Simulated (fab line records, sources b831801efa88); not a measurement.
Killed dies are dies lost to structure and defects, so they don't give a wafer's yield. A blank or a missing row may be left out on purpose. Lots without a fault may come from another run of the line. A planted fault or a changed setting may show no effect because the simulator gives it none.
fab line records | flow sky130
record lots=5 wafers=15 last_day=50
route steps=708 shown CONTACT@424 METAL1@434 PAD_OPEN@708
lots that met no fault: from a run of the same line without faults
start_h: hours from the record's first day to the start of the lot's first wafer shown | wait_h: hours since the lot's step before | " the same as in the row above | L1.1+2: a row that stands for several wafers | - no value, or no start given | * or withheld: withheld | < > ~ a bound
route shown NAME@n: a module of which the file shows steps, and the number in the route of the first | usual: mean/standard deviation of fault-free wafers | same: alike in all rows | chamber/n: place in a boat | sites: the reading at each site | _std_site: their standard deviation | _edge_site: outer sites' mean less inner sites' | radius_mm: how far each site lies from the wafer's centre | mask NAME#n: copy n | behind: the tool/chamber that last shaped the wafer | hold: why the lot was held/for how many hours/how that ended | device: the transistor (n, p or np) that didn't switch | end of line: the same wafers' tests at the end of the route | a step without rows: its recipe alone | killed: dies lost to structure and defects at the first sort, not the wafer's yield | map: a wafer's dies, x killed, . not, _ none there
set.NAME: the setting as run; set.NAME@STEP: as run at that earlier step | model.NAME: the simulator's own value behind a step, which no gauge read
lots at some steps of the route; a table a step, a row a wafer
services: from which hour (start_h, from the record's first day; less than 0 if before it) a tool's chamber was out of use, for how many hours, and why
## steps
# step SKY_CONTACT_ETCH_18
# recipe target=Si3N4 chemistry=CHF3/O2 stop_on=TiN source_w=600 bias_w=200 pressure_mtorr=40 chf3_flow_sccm=50 O2_flow_sccm=5 time_s=39 target_depth_a=750
# usual drypump_motor_current_A=5.8/0.41 oes_product_au=0.854/0.0073 rf_fwd_power_W=594.6/2 throttle_valve_pct=8.793/0.009
# columns lot.wafer tool chamber start_h wait_h drypump_motor_current_A oes_product_au rf_fwd_power_W rf_hours_counter_h throttle_valve_pct
L921.2 rie_diel-03 2 - - 6.0 0.850 593.3 17 8.793
L921.3 " 3 " " 5.9 0.860 598.1 17 8.787
L921.5 " 2 " " 6.0 0.868 592.9 - 8.798
L924.3 rie_diel-01 2 - - 5.9 0.859 592.2 8 8.794
L924.4 " 1 " " 6.0 0.867 596.8 1 8.806
L924.5 " 3 " " 5.1 0.855 591.5 - 8.793
L931.1 rie_diel-01 3 - - 5.1 0.858 594.7 28 8.795
L931.5 " 2 " " 5.9 0.850 592.8 - 8.803
L931.6 " 3 " " 5.1 0.864 595.6 - 8.785
L935.1 rie_diel-03 3 - - 5.8 0.854 592.9 19 8.801
L935.2 " 2 " " 6.0 0.871 594.0 19 8.798
L935.5 " 2 " " 6.0 0.857 593.8 - 8.785
L941.1 rie_diel-03 0 - - 5.7 0.860 597.5 11 8.790
L941.2 " 3 " " 5.8 0.846 596.5 20 8.793
L941.4 " 2 " " 6.0 0.864 593.3 21 8.805
# step SKY_CONTACT_STRIP_19
# recipe chemistry=O2/N2 power_w=1400 pressure_mtorr=1500 platen_temp_c=withheld o2_flow_sccm=3000 n2_flow_sccm=300 overash_fraction=0.5
# step SKY_CONTACT_STRIP_20
# recipe chemistry=post_etch_residue_remover time_s=1200 temp_c=72.5
# step SKY_CONTACT_CLEAN_21
# recipe chemistry=IPA time_s=180 temp_c=25
# step SKY_CONTACT_CLEAN_22
# recipe chemistry=O3/DIW dry=n2_spin
# step SKY_CONTACT_SPUTTER_23
# recipe material=TiN target_thk_nm=20 chamber_pressure_pa=5 power_w=4000 time_s=80
# step SKY_CONTACT_CVD_24
# recipe material=W target_thk_nm=340 time_s=102.12 temp_c=400 pressure_torr=40
# step SKY_CONTACT_RS_MEAS_25
# recipe thk_meas_gauge=four-point-probe reads=W_of_CONTACT_CVD_24+TiN_of_CONTACT_SPUTTER_23
# usual CONTACT_W_RS=0.339/0.0053
# columns lot.wafer tool chamber start_h wait_h CONTACT_W_RS[ohm/sq]
L921.2 film_metro-04 - 769.08 0.1 0.331
L921.3 " - " " 0.335
L921.5 " - " " 0.336
L924.3 film_metro-01 - 783.56 0.1 0.350
L924.4 " - " " 0.340
L924.5 " - " " 0.341
L931.1 film_metro-01 - 826.37 0.1 0.338
L931.5 " - " " 0.336
L931.6 " - " " 0.332
L935.1 film_metro-04 - 841.97 0.1 0.348
L935.2 " - " " 0.344
L935.5 " - " " 0.344
L941.1 film_metro-02 - 892.70 0.1 0.345
L941.2 " - " " 0.341
L941.4 " - " " 0.342
# step SKY_CONTACT_THK_MEAS_26
# recipe thk_meas_gauge=xrf reads=W_of_CONTACT_CVD_24
# usual CONTACT_W_THK=336/5.4
# columns lot.wafer tool chamber start_h wait_h CONTACT_W_THK[nm]
L921.2 film_metro-04 - 769.19 0.1 342
L921.3 " - " " 337
L921.5 " - " " 338
L924.3 film_metro-01 - 783.66 0.1 327
L924.4 " - " " 336
L924.5 " - " " 333
L931.1 film_metro-01 - 826.49 0.1 335
L931.5 " - " " 340
L931.6 " - " " 343
L935.1 film_metro-04 - 842.09 0.1 328
L935.2 " - " " 330
L935.5 " - " " 331
L941.1 film_metro-02 - 892.82 0.1 331
L941.2 " - " " 336
L941.4 " - " " 334
# step SKY_CONTACT_CMP_27
# recipe stop_on=SiO2 t_overpolish_s=15 down_force_psi=3.5 platen_rpm=60 target_thk_nm=0 pad_velocity_m_s=0.94248
# usual motor_current_A=10.6/1.2 overpolish_run_s=15.001/0.01 slurry_filter_dp_kPa=13.48/0.13 time_to_endpoint_s=83/5.2
# columns lot.wafer tool chamber start_h wait_h motor_current_A overpolish_run_s slurry_filter_dp_kPa time_to_endpoint_s
L921.3 cmp-02 1 769.34 0.1 8.7 14.986 13.25 82
L921.2 " 2 " " 11.2 15.003 13.63 94
L921.5 " 3 " " 10.4 15.011 13.58 83
L924.3 cmp-01 2 783.70 0.0 12.4 15.006 13.48 75
L924.4 " 0 " " 13.0 14.999 13.43 86
L924.5 " 3 " " 10.5 15.001 13.65 76
L931.1 cmp-02 0 826.70 0.2 9.9 15.010 13.43 91
L931.5 " 1 " " 8.2 15.014 13.44 81
L931.6 " 2 " " 10.7 14.994 13.51 87
L935.1 cmp-02 3 842.20 0.1 10.3 15.006 13.43 78
L935.2 " 1 " " 8.8 15.019 13.48 76
L935.5 " 3 " " 11.1 15.005 13.47 78
L941.1 cmp-02 0 893.23 0.4 10.1 15.008 13.29 85
L941.4 " 2 " " 11.1 14.985 13.33 90
L941.2 " 3 " " 10.9 15.012 13.50 78
# step SKY_METAL1_SPUTTER_00
# recipe material=Ti target_thk_nm=15 power_w=3000 time_s=10 chamber_pressure_pa=0.4
# usual throttle_valve_pct=30.0/0.76
# columns lot.wafer tool chamber start_h wait_h throttle_valve_pct
L921.2 pvd_sputter-02 - 769.54 0.1 29.8
L921.3 " - " " 29.5
L921.5 " - " " 31.3
L924.3 pvd_sputter-02 - 784.00 0.2 31.4
L924.4 " - " " 31.6
L924.5 " - " " 28.1
L931.1 pvd_sputter-02 - 826.85 0.1 29.5
L931.5 " - " " 29.2
L931.6 " - " " 29.7
L935.1 pvd_sputter-01 - 842.45 0.2 29.4
L935.2 " - " " 30.4
L935.5 " - " " 30.6
L941.1 pvd_sputter-04 - 893.53 0.2 29.2
L941.2 " - " " 29.4
L941.4 " - " " 30.1
# step SKY_METAL1_SPUTTER_01
# recipe material=TiN target_thk_nm=20 power_w=6500 time_s=16.7 chamber_pressure_pa=0.4
# step SKY_METAL1_SPUTTER_02
# recipe material=AlCu target_thk_nm=250 power_w=10600 time_s=13.3 chamber_pressure_pa=0.4
# usual throttle_valve_pct=30.0/0.74
# columns lot.wafer tool chamber start_h wait_h throttle_valve_pct model.AlCu_of_METAL1_SPUTTER_02.thk_nm
L921.2 pvd_sputter-02 - 769.58 0.0 29.9 251.1
L921.3 " - " " 29.6 251.7
L921.5 " - " " 31.3 251.6
L924.3 pvd_sputter-02 - 784.05 0.0 31.7 249.5
L924.4 " - " " 31.5 247.5
L924.5 " - " " 28.4 252.5
L931.1 pvd_sputter-02 - 826.90 0.0 29.7 249
L931.5 " - " " 29.5 413.1
L931.6 " - " " 29.9 411.6
L935.1 pvd_sputter-01 - 842.50 0.0 29.9 258.9
L935.2 " - " " 30.4 250.4
L935.5 " - " " 30.3 256.8
L941.1 pvd_sputter-04 - 893.58 0.0 29.6 248.9
L941.2 " - " " 29.5 247.1
L941.4 " - " " 30.5 241.9
# step SKY_METAL1_SPUTTER_03
# recipe material=Ti target_thk_nm=5 power_w=3000 time_s=3.3 chamber_pressure_pa=0.4
# usual throttle_valve_pct=30.0/0.76
# columns lot.wafer tool chamber start_h wait_h throttle_valve_pct
L921.2 pvd_sputter-02 - 769.61 0.0 30.0
L921.3 " - " " 29.3
L921.5 " - " " 31.4
L924.3 pvd_sputter-02 - 784.08 0.0 31.6
L924.4 " - " " 31.4
L924.5 " - " " 28.5
L931.1 pvd_sputter-02 - 826.93 0.0 29.3
L931.5 " - " " 29.3
L931.6 " - " " 30.0
L935.1 pvd_sputter-01 - 842.53 0.0 29.7
L935.2 " - " " 30.4
L935.5 " - " " 30.4
L941.1 pvd_sputter-04 - 893.60 0.0 29.6
L941.2 " - " " 29.3
L941.4 " - " " 30.5
# step SKY_METAL1_SPUTTER_04
# recipe material=TiN target_thk_nm=70 power_w=6500 time_s=58.3 chamber_pressure_pa=0.4
# step SKY_METAL1_RS_MEAS_05
# recipe thk_meas_gauge=four-point-probe reads=TiN_of_METAL1_SPUTTER_04+Ti_of_METAL1_SPUTTER_03+AlCu_of_METAL1_SPUTTER_02+TiN_of_METAL1_SPUTTER_01+Ti_of_METAL1_SPUTTER_00
# usual METAL1_ALCU_RS=0.1263/0.0022
# columns lot.wafer tool chamber start_h wait_h METAL1_ALCU_RS[ohm/sq]
L921.2 film_metro-03 - 769.70 0.0 0.1264
L921.3 " - " " 0.1258
L921.5 " - " " 0.1261
L924.3 film_metro-02 - 784.18 0.1 0.1268
L924.4 " - " " 0.1280
L924.5 " - " " 0.1251
L931.1 film_metro-03 - 826.99 0.0 0.1277
L931.5 " - " " 0.0762
L931.6 " - " " 0.0762
L935.1 film_metro-01 - 842.59 0.0 0.1225
L935.2 " - " " 0.1265
L935.5 " - " " 0.1236
L941.1 film_metro-02 - 893.67 0.0 0.1273
L941.2 " - " " 0.1281
L941.4 " - " " 0.1311
# step SKY_METAL1_THK_MEAS_06
# recipe thk_meas_gauge=xrf reads=AlCu_of_METAL1_SPUTTER_02
# usual METAL1_ALCU_THK=247/4.6
# columns lot.wafer tool chamber start_h wait_h METAL1_ALCU_THK[nm]
L921.2 film_metro-03 - 769.81 0.1 249
L921.3 " - " " 249
L921.5 " - " " 246
L924.3 film_metro-02 - 784.28 0.1 245
L924.4 " - " " 242
L924.5 " - " " 248
L931.1 film_metro-03 - 827.11 0.1 246
L931.5 " - " " 407
L931.6 " - " " 405
L935.1 film_metro-01 - 842.71 0.1 258
L935.2 " - " " 244
L935.5 " - " " 252
L941.1 film_metro-02 - 893.79 0.1 243
L941.2 " - " " 242
L941.4 " - " " 236
# step SKY_METAL1_DEHYDRATE_07
# recipe temp_c=200 time_s=60
# step SKY_METAL1_HMDS_08
# recipe prime_time_s=60 prime_temp_c=120
# step SKY_METAL1_COAT_09
# recipe resist=BARC temp_c=withheld time_s=withheld spin_rpm=3000 resist_thk_nm=60
# step SKY_METAL1_COAT_10
# recipe resist=KrF-thick spin_rpm=3000 resist_thk_nm=450
# step SKY_METAL1_SOFTBAKE_11
# recipe temp_c=100 time_s=90 resist=KrF-thick
# step SKY_METAL1_EXPOSE_12
# recipe mask_id=MM1 na=0.8 source_shape=annular sigma_inner=0.55 sigma_outer=0.85 target_cd_nm=140 dose_mj=28
# step SKY_METAL1_PEB_13
# recipe peb_temp_c=withheld peb_time_s=withheld resist=KrF-thick
# step SKY_METAL1_DEVELOP_14
# recipe develop_time_s=60 resist=KrF-thick dev_temp_c=21
# step SKY_METAL1_CD_MEAS_15
# recipe target_cd_nm=140
# usual cd_nm=139.9/1.4
# columns lot.wafer tool chamber start_h wait_h cd_nm
L921.2 cd_sem-02 - 794.63 - 139.0
L921.3 " - " " 139.1
L921.5 " - " " 139.9
L924.3 cd_sem-02 - 810.54 - 141.9
L924.4 " - " " 141.7
L924.5 " - " " 140.1
L931.1 cd_sem-01 - 852.22 - 139.4
L931.5 " - " " 140.3
L931.6 " - " " 139.5
L935.1 cd_sem-02 - 868.24 - 140.0
L935.2 " - " " 139.8
L935.5 " - " " 139.8
L941.1 cd_sem-01 - 919.47 - 137.6
L941.2 " - " " 140.5
L941.4 " - " " 139.6
# step SKY_METAL1_OVL_MEAS_16
# usual METAL1_OVL=1/4.6
# columns lot.wafer tool chamber start_h wait_h METAL1_OVL[nm]
L921.2 overlay-02 - 794.74 0.1 2
L921.3 " - " " -7
L921.5 " - " " -4
L924.3 overlay-02 - 810.63 0.1 3
L924.4 " - " " 0
L924.5 " - " " 8
L931.1 overlay-01 - 852.34 0.1 4
L931.5 " - " " 5
L931.6 " - " " 4
L935.1 overlay-01 - 868.36 0.1 -8
L935.2 " - " " -1
L935.5 " - " " -1
L941.1 overlay-02 - 919.59 0.1 -7
L941.2 " - " " 0
L941.4 " - " " 0
# step SKY_METAL1_DESCUM_17
# recipe chemistry=O2 source_power_w=150 bias_power_w=0 pressure_mtorr=10 temp_c=40 time_s=8
# usual drypump_motor_current_A=6.0/0.37 oes_product_au=1.000/0.0089 rf_fwd_power_W=146.6/0.58 temp_c=40.01/0.097
# columns lot.wafer tool chamber start_h wait_h drypump_motor_current_A oes_product_au rf_fwd_power_W rf_hours_counter_h temp_c
L921.2 rie_metal-02 1 794.77 0.0 5.6 1.005 145.2 10 39.99
L921.3 " 0 " " 5.7 1.002 145.9 - 39.81
L921.5 " 1 " " 5.6 0.994 145.9 - 39.95
L924.3 rie_metal-04 0 810.67 0.0 6.3 1.003 147.5 - 39.97
L924.4 " 1 " " 6.4 0.988 146.4 - 40.01
L924.5 " 0 " " 6.3 1.000 147.2 - 39.92
L931.1 rie_metal-04 0 852.37 0.0 6.3 1.001 147.2 10 39.97
L931.5 " 1 " " 6.4 0.991 146.2 - 40.15
L931.6 " 0 " " 6.3 0.991 147.5 - 39.96
L935.1 rie_metal-03 1 868.40 0.0 6.6 0.993 147.5 17 40.23
L935.2 " 0 " " 5.8 1.005 146.8 14 39.95
L935.5 " 0 " " 5.8 1.001 147.3 - 40.01
L941.1 rie_metal-04 0 919.63 0.0 6.3 0.994 146.9 12 39.96
L941.2 " 1 " " 6.4 0.999 146.4 6 40.00
L941.4 " 1 " " 6.4 0.994 146.3 - 40.02
# step SKY_METAL1_ETCH_18
# recipe chemistry=N2/H2 target=BARC ion_energy_ev=200 bias_w=100 pressure_mtorr=30 n2_flow_sccm=100 h2_flow_sccm=200 icp_w=500 stop_on=SiO2 time_s=45.9 target_depth_a=600
# step SKY_METAL1_METAL_ETCH_19
# recipe target_depth_a=3600 stop_on=SiO2 over_etch_frac=0.3 time_s=78 chemistry=Cl2/BCl3 resist_sidewall_deg=88 pressure_mtorr=10 icp_w=900 bias_w=48.5 Cl2_flow_sccm=60 bcl3_flow_sccm=30
# usual drypump_motor_current_A=6.0/0.37 oes_product_au=0.854/0.0072 rf_fwd_power_W=892/3.4 throttle_valve_pct=22.264/0.0097
# columns lot.wafer tool chamber start_h wait_h drypump_motor_current_A oes_product_au rf_fwd_power_W rf_hours_counter_h throttle_valve_pct
L921.2 rie_metal-02 1 794.87 0.0 5.6 0.862 887 10 22.265
L921.3 " 0 " " 5.7 0.845 892 - 22.273
L921.5 " 1 " " 5.6 0.856 886 - 22.275
L924.3 rie_metal-04 0 810.78 0.1 6.3 0.854 898 - 22.261
L924.4 " 1 " " 6.3 0.854 889 - 22.254
L924.5 " 0 " " 6.3 0.862 894 - 22.274
L931.1 rie_metal-04 0 852.47 0.0 6.3 0.862 894 10 22.264
L931.5 " 1 " " 6.3 1.000 889 - 22.280
L931.6 " 0 " " 6.3 1.016 892 - 22.249
L935.1 rie_metal-03 1 868.49 0.0 6.5 0.841 896 17 22.263
L935.2 " 0 " " 5.8 0.854 891 14 22.276
L935.5 " 0 " " 5.8 0.844 889 - 22.277
L941.1 rie_metal-04 0 919.72 0.0 6.3 0.853 893 12 22.279
L941.2 " 1 " " 6.4 0.845 890 6 22.232
L941.4 " 1 " " 6.4 0.842 891 - 22.260
# step SKY_METAL1_STRIP_20
# recipe chemistry=O2/N2 power_w=1400 pressure_mtorr=1500 platen_temp_c=withheld o2_flow_sccm=3000 n2_flow_sccm=300 overash_fraction=0.5
# step SKY_PAD_OPEN_PROBE_99
# usual defect_limited_yield=82.2/1.8 killed_at_M0_to_M3=42/6.1 killed_at_M4_up=3.3/1.7 killed_at_contacts=25/5.4 killed_at_front_end=16/4.6 killed_at_other=0.4/0.55 killed_dies=87/8.8 killed_on_rim=18/3.6 killed_open=47/7.1 killed_short=40/5.8 sort_bin_3_pad_short=0.9/0.45 sort_bin_5_function=10.7/1.4 sort_bin_6_memory=6.2/1.2 sort_n_pass=405/8.8 sort_yield_pct=82.2/1.8
# same gross_dies=492 killed_at_back_side=0 sort_bin_4_leakage[%]=0 sort_bin_8_speed[%]=0
# columns lot.wafer tool chamber start_h wait_h defect_limited_yield[%] killed_at_M0_to_M3 killed_at_M4_up killed_at_contacts killed_at_front_end killed_at_other killed_dies killed_on_rim killed_open killed_short sort_bin_3_pad_short[%] sort_bin_5_function[%] sort_bin_6_memory[%] sort_n_pass sort_yield_pct[%]
L921.2 prober-01 - 1091.63 0.1 81.1 50 2 17 22 2 93 16 51 41 1.2 11.0 6.7 399 81.1
L921.3 prober-01 - 1091.68 0.2 81.7 50 3 18 18 1 90 17 50 39 0.8 10.8 6.7 402 81.7
L921.5 prober-01 - 1091.78 0.2 80.9 51 1 23 18 1 94 16 50 44 1.2 12.0 5.9 398 80.9
L924.3 prober-02 - 1112.28 0.2 83.5 39 6 23 13 0 81 16 41 40 1.8 10.4 4.3 411 83.5
L924.4 prober-02 - 1112.33 0.2 83.5 37 2 22 20 0 81 22 49 32 1.4 8.3 6.7 411 83.5
L931.1 prober-02 - 1138.85 0.2 85.8 37 2 21 10 0 70 12 34 36 0.4 8.5 5.3 422 85.8
L931.5 prober-02 - 1139.05 0.3 0 448 6 28 10 0 492 96 53 36 0.4 92.5 7.1 0 0
L931.6 prober-02 - 1139.10 0.4 0 445 3 31 13 0 492 96 40 49 0.8 93.5 5.7 0 0
L935.1 prober-01 - 1156.41 0.1 84.1 41 2 24 11 0 78 16 42 36 0.8 11.4 3.7 414 84.1
L935.2 prober-01 - 1156.46 0.1 81.1 37 6 34 16 0 93 19 53 40 0.8 10.8 7.3 399 81.1
L935.5 prober-01 - 1156.61 0.2 82.3 44 2 23 18 0 87 16 57 30 1.4 12.6 3.7 405 82.3
# killed by level:class
L921.2 VIA1:geometric_particle:open=10 FIELD_ISO:geometric_particle:open=8 VIA3:geometric_particle:open=8 VIA2:geometric_particle:open=8 FIELD_ISO:geometric_particle:short=6 LI_CONTACT:geometric_particle:open=6 METAL2:geometric_particle:short=6 METAL1:geometric_particle:short=5
L921.3 VIA1:geometric_particle:open=13 VIA1:geometric_particle:short=8 VIA2:geometric_particle:open=8 VIA3:geometric_particle:open=6 FIELD_ISO:geometric_particle:short=5 LI_CONTACT:geometric_particle:open=5 CONTACT:geometric_particle:short=5 FIELD_ISO:geometric_particle:open=4
L921.5 VIA1:geometric_particle:open=14 CONTACT:geometric_particle:open=8 VIA1:geometric_particle:short=8 LI_CONTACT:geometric_particle:open=7 VIA3:geometric_particle:open=7 METAL1:geometric_particle:short=7 METAL2:geometric_particle:short=6 FIELD_ISO:geometric_particle:short=4
L924.3 VIA1:geometric_particle:open=10 VIA2:geometric_particle:open=9 CONTACT:geometric_particle:open=9 FIELD_ISO:geometric_particle:short=6 METAL4:geometric_particle:short=6 LI_CONTACT:geometric_particle:short=4 METAL2:geometric_particle:short=4 METAL3:geometric_particle:short=4
L924.4 VIA1:geometric_particle:open=12 POLY_GATE:geometric_particle:short=9 CONTACT:geometric_particle:open=8 VIA2:geometric_particle:open=8 LI_CONTACT:geometric_particle:open=6 LOCAL_INTERCONNECT:geometric_particle:short=6 VIA3:geometric_particle:open=6 POLY_GATE:geometric_particle:open=5
L931.1 METAL2:geometric_particle:short=8 CONTACT:geometric_particle:open=8 VIA1:geometric_particle:open=7 VIA3:geometric_particle:open=6 LI_CONTACT:geometric_particle:open=5 LOCAL_INTERCONNECT:geometric_particle:short=4 METAL3:geometric_particle:short=4 FIELD_ISO:geometric_particle:short=3
L931.5 METAL1:area_etch=403 VIA1:geometric_particle:open=15 VIA1:geometric_particle:short=7 VIA3:geometric_particle:open=7 CONTACT:geometric_particle:open=7 LI_CONTACT:geometric_particle:open=6 LOCAL_INTERCONNECT:geometric_particle:short=6 CONTACT:geometric_particle:short=5
L931.6 METAL1:area_etch=403 VIA1:geometric_particle:open=13 CONTACT:geometric_particle:open=9 METAL2:geometric_particle:short=9 VIA1:geometric_particle:short=9 LI_CONTACT:geometric_particle:short=7 LI_CONTACT:geometric_particle:open=5 CONTACT:geometric_particle:short=5
L935.1 CONTACT:geometric_particle:open=13 VIA1:geometric_particle:open=12 VIA1:geometric_particle:short=6 METAL2:geometric_particle:short=5 LI_CONTACT:geometric_particle:open=4 VIA2:geometric_particle:open=4 CONTACT:geometric_particle:short=4 METAL1:geometric_particle:short=4
L935.2 CONTACT:geometric_particle:open=12 LI_CONTACT:geometric_particle:open=9 CONTACT:geometric_particle:short=8 VIA1:geometric_particle:open=8 FIELD_ISO:geometric_particle:open=7 VIA1:geometric_particle:short=5 VIA3:geometric_particle:open=5 METAL4:geometric_particle:short=5
L935.5 VIA1:geometric_particle:open=11 CONTACT:geometric_particle:open=10 LI_CONTACT:geometric_particle:open=8 VIA3:geometric_particle:open=8 FIELD_ISO:geometric_particle:open=7 VIA2:geometric_particle:open=6 METAL2:geometric_particle:short=5 VIA1:geometric_particle:short=4
# map L931.5 (x killed, . not)
__________xxxxxxxxxx_________
________xxxxxxxxxxxxxx_______
______xxxxxxxxxxxxxxxxxx_____
_____xxxxxxxxxxxxxxxxxxxx____
____xxxxxxxxxxxxxxxxxxxxxx___
___xxxxxxxxxxxxxxxxxxxxxxxx__
__xxxxxxxxxxxxxxxxxxxxxxxxxx_
_xxxxxxxxxxxxxxxxxxxxxxxxxxxx
_xxxxxxxxxxxxxxxxxxxxxxxxxxxx
_xxxxxxxxxxxxxxxxxxxxxxxxxxxx
_xxxxxxxxxxxxxxxxxxxxxxxxxxxx
_xxxxxxxxxxxxxxxxxxxxxxxxxxxx
_xxxxxxxxxxxxxxxxxxxxxxxxxxxx
_xxxxxxxxxxxxxxxxxxxxxxxxxxxx
_xxxxxxxxxxxxxxxxxxxxxxxxxxxx
__xxxxxxxxxxxxxxxxxxxxxxxxxx_
___xxxxxxxxxxxxxxxxxxxxxxxx__
____xxxxxxxxxxxxxxxxxxxxxx___
_____xxxxxxxxxxxxxxxxxxxx____
______xxxxxxxxxxxxxxxxxx_____
________xxxxxxxxxxxxxx_______
__________xxxxxxxxxx_________
# map L924.3 (x killed, . not)
__________...xx..x.x_________
________x.........x..._______
______.....x..x....x...._____
_____..............x...x.____
____..x.x..x.......xx.....___
___.x...x.x.x......x.......__
__................x........._
_....xx.............x...x....
_..................x.........
_x.......................x...
_..x..x......x......x...x....
_x.x..xx...........xxx.....x.
_........x....x.x..x.....xx..
_......x.......x...x.......x.
_...x..x....x..x.........x...
__x.........x.x..x.......x.._
___..x.xx.xx.....xx........__
____x......x........x.....___
_____..x.........x.......____
______.x......xx........_____
________..x..........._______
__________....xxx..._________
## services
# columns tool chamber start_h hours kind
cmp-01 - 748.47 4.0 pm
rie_metal-04 - 752.19 2.8 pm
rie_diel-01 0 786.01 7.8 repair
rie_metal-04 - 793.48 0.8 repair
rie_diel-01 3 793.68 2.7 repair
cmp-01 - 797.47 6.1 pm
cmp-01 - 803.60 4.8 pm
cmp-02 - 803.77 0.6 repair
rie_diel-01 0 807.96 33.3 repair
pvd_sputter-01 - 812.71 1.1 repair
pvd_sputter-02 - 832.97 3.7 repair
rie_metal-04 - 835.12 4.3 pm
cmp-02 - 849.99 1.4 repair
cmp-02 - 855.26 1.8 repair
pvd_sputter-02 - 861.77 9.4 repair
rie_metal-03 - 865.37 1.2 repair
rie_metal-02 0 869.10 77.0 repair
rie_diel-01 1 871.98 7.4 repair
cmp-02 - 877.77 1.3 repair
rie_diel-01 - 882.14 0.1 repair
rie_diel-03 - 883.92 0.4 repair
rie_metal-03 - 895.28 28.1 pm
cmp-02 - 912.00 4.0 pm
rie_metal-02 - 918.45 2.8 pm
## key
first_sign step=SKY_METAL1_RS_MEAS_05 reading=METAL1_ALCU_RS direction=down sigmas=23 usual=0.1263 struck=0.0762
effect step=SKY_METAL1_THK_MEAS_06 reading=METAL1_ALCU_THK direction=up sigmas=34 usual=247 struck=406
effect step=SKY_METAL1_METAL_ETCH_19 reading=oes_product_au direction=up sigmas=21 usual=0.854 struck=1.008
effect step=SKY_PAD_OPEN_PROBE_99 reading=killed_at_M0_to_M3 direction=up sigmas=66 usual=42 struck=446
model_effect step=SKY_METAL1_SPUTTER_02 value=AlCu_of_METAL1_SPUTTER_02.thk_nm without=247.4 struck=412.3
more_kills_born_at SKY_METAL1_METAL_ETCH_19@rie_metal-04=806
met_at SKY_METAL1_SPUTTER_02
struck_wafers L931.5,L931.6
later_rows_left_out L931.5,L931.6
onset_between 784.05 826.90
fault kind=process_parameter_drift tool=pvd_sputter-02 chamber=- onset_h=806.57 steps=SKY_METAL1_SPUTTER_02 channel=target_thk_nm offset=164.99 shape=step end_h=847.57 scope=struck_wafers_only acts_in=these_recipes_only stated=250
# later_rows_left_out: the simulator's readings of these wafers behind a module that went badly wrong aren't trusted and aren't shown, but for the sort
